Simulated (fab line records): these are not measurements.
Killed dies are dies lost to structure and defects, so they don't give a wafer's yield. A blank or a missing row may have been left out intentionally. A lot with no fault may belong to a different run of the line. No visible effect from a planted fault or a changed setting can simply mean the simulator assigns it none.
The tool behind it: which one? | flow sky130 | Sampling: 14 lots, 42 wafers, 5 of 708 route steps

== WHAT EACH GAUGE READ, for each wafer ==
SKY_PWDE_OVL_MEAS_07.
lot  | measured    | on         | PWDE_OVL (nm)
L517 | day 4 02:28 | overlay-01 | -1.6 -1.3 -0.5
L519 | day 4 18:43 | overlay-02 | 0.2 0.9 -0.9
L520 | day 4 21:13 | overlay-02 | 0.5 0.4 -1.6
L521 | day 5 03:56 | overlay-02 | -1.3 -0.2 -1.1
L522 | day 5 08:25 | overlay-01 | -2.4 -1.5 -2.7
L524 | day 5 18:08 | overlay-02 | -0.2 -0.1 -1.0
L525 | day 6 01:37 | overlay-01 | -0.1 0.5 2.2
L527 | day 6 11:23 | overlay-01 | 0.5 -2.3 -1.7
L529 | day 6 20:13 | overlay-02 | -3.4 -1.8 -2.9
L532 | day 7 15:55 | overlay-02 | -0.3 -1.3 -3.2
L538 | day 9 00:29 | overlay-02 | 0.0 0.3 -0.8
L539 | day 9 05:43 | overlay-01 | 1.8 1.5 1.2

SKY_NWELL_RS_MEAS_31: uses a four-point probe to measure.
lot  | measured     | on            | PWDE_RS (ohm/sq)
L517 | day 5 14:31  | film_metro-03 | 5278 5277 5266
L519 | day 6 09:10  | film_metro-03 | 5259 5240 5253
L520 | day 6 12:07  | film_metro-02 | 5304 5275 5264
L521 | day 6 18:50  | film_metro-02 | 5285 5273 5280
L522 | day 7 00:34  | film_metro-04 | 5293 5297 5286
L524 | day 7 10:13  | film_metro-02 | 5260 5264 5276
L525 | day 7 18:47  | film_metro-04 | 5278 5278 5282
L527 | day 8 05:25  | film_metro-03 | 5289 5290 5286
L529 | day 8 14:38  | film_metro-04 | 5251 5263 5259
L532 | day 9 10:13  | film_metro-04 | 5286 5317 5296
L538 | day 10 23:47 | film_metro-03 | 5240 5251 5239
L539 | day 11 05:46 | film_metro-02 | 5262 5259 5280

== TOOL THAT RAN EACH LOT (tool first, then ch and the chambers of the sampled wafers, then the start) ==
lot  | SKY_FIELD_ISO_ETCH_14             | SKY_FIELD_ISO_ETCH_15             | SKY_FIELD_ISO_STRIP_16
L517 | rie_diel-04 ch 0,1,3, day 2 10:38 | rie_diel-04 ch 0,1,3, day 2 10:40 | plasma_asher-02 ch 0,1, day 2 10:44
L519 | rie_diel-04 ch 0,2,3, day 2 21:36 | rie_diel-04 ch 0,2,3, day 2 21:39 | plasma_asher-02 ch 0,1, day 2 21:42
L520 | rie_diel-04 ch 0,3, day 3 01:15   | rie_diel-04 ch 0,3, day 3 01:18   | plasma_asher-03 ch 0,1, day 3 01:21
L521 | rie_diel-01 ch 0,2, day 3 07:15   | rie_diel-01 ch 0,2, day 3 07:18   | plasma_asher-02 ch 0,1, day 3 07:21
L522 | rie_diel-01 ch 0,1,3, day 3 11:18 | rie_diel-01 ch 0,1,3, day 3 11:21 | plasma_asher-03 ch 0,1, day 3 11:24
L524 | rie_diel-02 ch 0,1,3, day 3 23:39 | rie_diel-02 ch 0,1,3, day 3 23:42 | plasma_asher-01 ch 0,1, day 3 23:45
L525 | rie_diel-04 ch 2,3, day 4 05:11   | rie_diel-04 ch 2,3, day 4 05:13   | plasma_asher-02 ch 0,1, day 4 05:17
L527 | rie_diel-01 ch 1,2,3, day 4 13:47 | rie_diel-01 ch 1,2,3, day 4 13:49 | plasma_asher-01 ch 0,1, day 4 13:55
L529 | rie_diel-01 ch 0,3, day 5 00:33   | rie_diel-01 ch 0,3, day 5 00:35   | plasma_asher-03 ch 0,1, day 5 00:41
L532 | rie_diel-01 ch 0,1,3, day 5 16:45 | rie_diel-01 ch 0,1,3, day 5 16:48 | plasma_asher-02 ch 0,1, day 5 16:51
L535 | rie_diel-02 ch 0,2, day 6 08:53   | rie_diel-02 ch 0,2, day 6 08:55   | plasma_asher-03 ch 0,1, day 6 08:59
L536 | rie_diel-04 ch 0,1,3, day 6 14:54 | rie_diel-04 ch 0,1,3, day 6 14:57 | plasma_asher-03 ch 0,1, day 6 15:00
L538 | rie_diel-01 ch 0,3, day 6 22:44   | rie_diel-01 ch 0,3, day 6 22:46   | plasma_asher-01 ch 0,1, day 6 22:52
L539 | rie_diel-01 ch 1,2, day 7 04:14   | rie_diel-01 ch 1,2, day 7 04:16   | plasma_asher-01 ch 0,1, day 7 04:20
- SKY_FIELD_ISO_ETCH_14: etches BARC in N2/H2, stops on SiO2, time 45.9 s, target depth 60 nm.
- SKY_FIELD_ISO_ETCH_15: etches the open film in CHF3/O2, stops on Si, target depth 180 nm, time 72 s.
- SKY_FIELD_ISO_STRIP_16: strips in O2/N2.

== WHAT THE TOOLS THEMSELVES READ (means of the sampled wafers that have a number; where no wafer has one, the mark that the record gives instead) ==
SKY_FIELD_ISO_ETCH_14.
lot  | tool        | bias_w (W) | chamber_pressure_mTorr (mTorr) | drypump_motor_current_A (A) | oes_product_au (a.u.) | rf_fwd_power_W (W) | throttle_valve_pct (%)
L517 | rie_diel-04 | 99.9       | 29.999                         | 5.1                         | 0.851                 | 493.5              | 13.222
L519 | rie_diel-04 | 100.3      | 30.040                         | 5.5                         | 0.857                 | 495.6              | 13.219
L520 | rie_diel-04 | 100.1      | 30.033                         | 5.0                         | 0.854                 | 495.4              | 13.228
L521 | rie_diel-01 | 100.1      | 29.965                         | 5.7                         | 0.854                 | 494.5              | 13.225
L522 | rie_diel-01 | 99.7       | 30.012                         | 5.9                         | 0.857                 | 494.1              | 13.215
L524 | rie_diel-02 | 99.9       | 29.982                         | 5.9                         | 0.855                 | 495.5              | 13.233
L525 | rie_diel-04 | 99.9       | 29.986                         | 5.9                         | 0.851                 | 493.9              | 13.216
L527 | rie_diel-01 | 100.1      | 29.975                         | 5.8                         | 0.858                 | 493.1              | 13.222
L529 | rie_diel-01 | 100.0      | 29.984                         | 5.9                         | 0.854                 | 492.8              | 13.215
L532 | rie_diel-01 | 100.0      | 29.996                         | 6.0                         | 0.855                 | 494.8              | 13.226
L535 | rie_diel-02 | -          | -                              | -                           | -                     | -                  | -
L536 | rie_diel-04 | -          | -                              | -                           | -                     | -                  | -
L538 | rie_diel-01 | 99.9       | 29.985                         | 6.0                         | 0.854                 | 493.2              | 13.225
L539 | rie_diel-01 | 100.3      | 30.004                         | 5.7                         | 0.853                 | 493.6              | 13.225

SKY_FIELD_ISO_ETCH_15.
lot  | tool        | O2_flow_sccm (sccm) | bias_w (W) | drypump_motor_current_A (A) | oes_product_au (a.u.) | rf_fwd_power_W (W) | throttle_valve_pct (%)
L517 | rie_diel-04 | 4.981               | 199.7      | 5.2                         | 0.944                 | 593.8              | 8.844
L519 | rie_diel-04 | 5.003               | 199.6      | 5.4                         | 0.941                 | 594.6              | 8.849
L520 | rie_diel-04 | 4.981               | 200.2      | 5.0                         | 0.943                 | 596.9              | 8.833
L521 | rie_diel-01 | 5.002               | 199.6      | 5.7                         | 0.941                 | 593.0              | 8.859
L522 | rie_diel-01 | 4.994               | 199.8      | 5.9                         | 0.937                 | 595.1              | 8.849
L524 | rie_diel-02 | 4.997               | 200.5      | 5.8                         | 0.945                 | 597.1              | 8.850
L525 | rie_diel-04 | 4.984               | 200.5      | 5.8                         | 0.942                 | 596.1              | 8.850
L527 | rie_diel-01 | 5.016               | 199.6      | 5.8                         | 0.947                 | 594.1              | 8.848
L529 | rie_diel-01 | 4.991               | 199.2      | 5.9                         | 0.949                 | 596.6              | 8.849
L532 | rie_diel-01 | 4.999               | 200.3      | 5.9                         | 0.948                 | 593.8              | 8.842
L535 | rie_diel-02 | 5.013               | 199.4      | 6.1                         | 0.374                 | 597.1              | 8.669
L536 | rie_diel-04 | 5.003               | 199.5      | 5.2                         | 0.373                 | 593.6              | 8.675
L538 | rie_diel-01 | 5.002               | 200.2      | 5.9                         | 0.948                 | 595.6              | 8.860
L539 | rie_diel-01 | 5.003               | 199.2      | 5.7                         | 0.944                 | 597.1              | 8.843

SKY_FIELD_ISO_STRIP_16.
lot  | tool            | drypump_motor_current_A (A) | oes_product_au (a.u.) | strip_time_to_endpoint_s (s)
L517 | plasma_asher-02 | 5.6                         | 0.376                 | 3.55
L519 | plasma_asher-02 | 5.5                         | 0.370                 | 3.52
L520 | plasma_asher-03 | 6.5                         | 0.375                 | 3.55
L521 | plasma_asher-02 | 5.5                         | 0.377                 | 3.48
L522 | plasma_asher-03 | 6.2                         | 0.373                 | 3.56
L524 | plasma_asher-01 | 5.3                         | 0.379                 | 3.51
L525 | plasma_asher-02 | 5.5                         | 0.375                 | 3.51
L527 | plasma_asher-01 | 5.3                         | 0.377                 | 3.50
L529 | plasma_asher-03 | 6.2                         | 0.376                 | 3.52
L532 | plasma_asher-02 | 5.5                         | 0.380                 | 3.52
L535 | plasma_asher-03 | 6.2                         | 0.400                 | 4.02
L536 | plasma_asher-03 | 6.2                         | 0.399                 | 4.01
L538 | plasma_asher-01 | 5.3                         | 0.379                 | 3.58
L539 | plasma_asher-01 | 5.2                         | 0.382                 | 3.53

== THE ANSWER, worked out from the rows above alone ==
Rule: what is usual is taken from the lots themselves. The widest of any qualifying gaps counts: lots, ordered by their means at a reading, are off when they make up no more than a third of the lots, leave a main group of 4 or more, and stand apart from it by 3 or more times the standard deviation of that group's means. The tables above print the reading to a certain number of digits; a main group whose means all agree to those digits is not used. Also off: a lot with no number at a reading for which 4 or more lots have one. All remaining lots with rows at the step are treated as sound. After the gauges, taken in route order, come the tools' own readings; for these a lot's mean is taken, as printed above. The first step at which some lot is off is used, and at that step the reading that is off furthest; a lot without a number counts as furthest.
Off: L535, L536, at SKY_FIELD_ISO_ETCH_14 (bias_w). Without a number there: L535, L536. The main group has a mean of 100.0 W with a standard deviation of 0.17.
If a tool, at that step or one of the process steps before it, ran each lot that is off and ran no sound lot following the first of them, it fits. No candidate that was tried fits.

== WHAT WAS PUT IN BY THE SIMULATOR ==
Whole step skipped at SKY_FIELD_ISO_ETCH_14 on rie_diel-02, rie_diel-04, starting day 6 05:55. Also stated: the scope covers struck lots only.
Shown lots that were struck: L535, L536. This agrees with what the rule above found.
